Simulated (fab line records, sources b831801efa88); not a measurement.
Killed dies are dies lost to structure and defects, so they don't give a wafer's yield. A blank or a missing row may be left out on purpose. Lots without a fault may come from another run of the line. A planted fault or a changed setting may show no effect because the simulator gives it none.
One fault seen from 2 desks | flow gf180mcu | each desk has only its own numbers; what lay behind them comes last

THE METROLOGY DESK
What the gauges read, lot by lot, whatever tool the lot ran on: means of the sampled wafers that have a number. A lot is out of limits, marked OUT, if its mean lies more than 4 standard deviations from the usual mean; the brackets give that distance.
Columns: A = HV_LDD_TW at GF_HV_LDD_TW_MEAS_11, usual 2405; B = cd_nm at GF_HV_LDD_CD_MEAS_19, usual 400.4 nm; C = HV_LDD_01_OVL at GF_HV_LDD_OVL_MEAS_20, usual -0.8 nm
lot  | first seen here | A    | B     | C
L327 | day 11 02:16    | 2433 | 399.0 | 0.1
L330 | day 11 14:20    | 2393 | 399.9 | -1.4
L332 | day 12 07:58    | 2390 | 399.6 | -0.1
L345 | day 16 10:37    | 2389 | 399.1 | 0.4
L346 | day 16 16:10    | 2416 | 401.0 | -1.4
L347 | day 16 20:32    | 2424 | 400.2 | -0.5
This desk's finding: nothing out of limits on any of the 6 lots.

THE TOOL OWNER'S DESK: implanter-02
The tool's own readings at GF_HV_LDD_IMPLANT_21: means of the sampled wafers that have a number, for each lot that ran on this tool. A lot is out of limits, marked OUT, if its mean lies more than 4 standard deviations from the usual mean; the brackets give that distance.
Columns: A = dose_ions_cm2 at GF_HV_LDD_IMPLANT_21, usual 4.999e+13
lot  | first seen here | A
L327 | day 11 20:39    | 4.999e+13
L330 | day 12 09:38    | 5.202e+13 (+36) OUT
L332 | day 13 03:27    | 5.204e+13 (+36) OUT
L345 | day 17 08:56    | 4.996e+13
L347 | day 17 19:14    | 5.001e+13
This desk's finding: out of limits on L330, L332; first on L330, day 12 09:38 (dose_ions_cm2 at GF_HV_LDD_IMPLANT_21). In limits: L327, L345, L347.

PUT TOGETHER
The tool owner's desk could have raised an alarm at day 12 09:38, on L330, L332.
The metrology desk saw nothing out of limits.
The metrology desk has L330, L332 on record, within its limits.
Of the lots named, all ran GF_HV_LDD_IMPLANT_21 on implanter-02.

WHAT THE SIMULATOR HAD PUT IN
Process parameter drift: implanter-02, from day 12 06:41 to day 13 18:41, at GF_HV_LDD_IMPLANT_21. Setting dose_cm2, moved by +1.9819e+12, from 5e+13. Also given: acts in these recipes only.
Lots struck among those shown: L330, L332.
Hours from the fault's start to each desk's first reading out of limits: the tool owner's desk, 3.
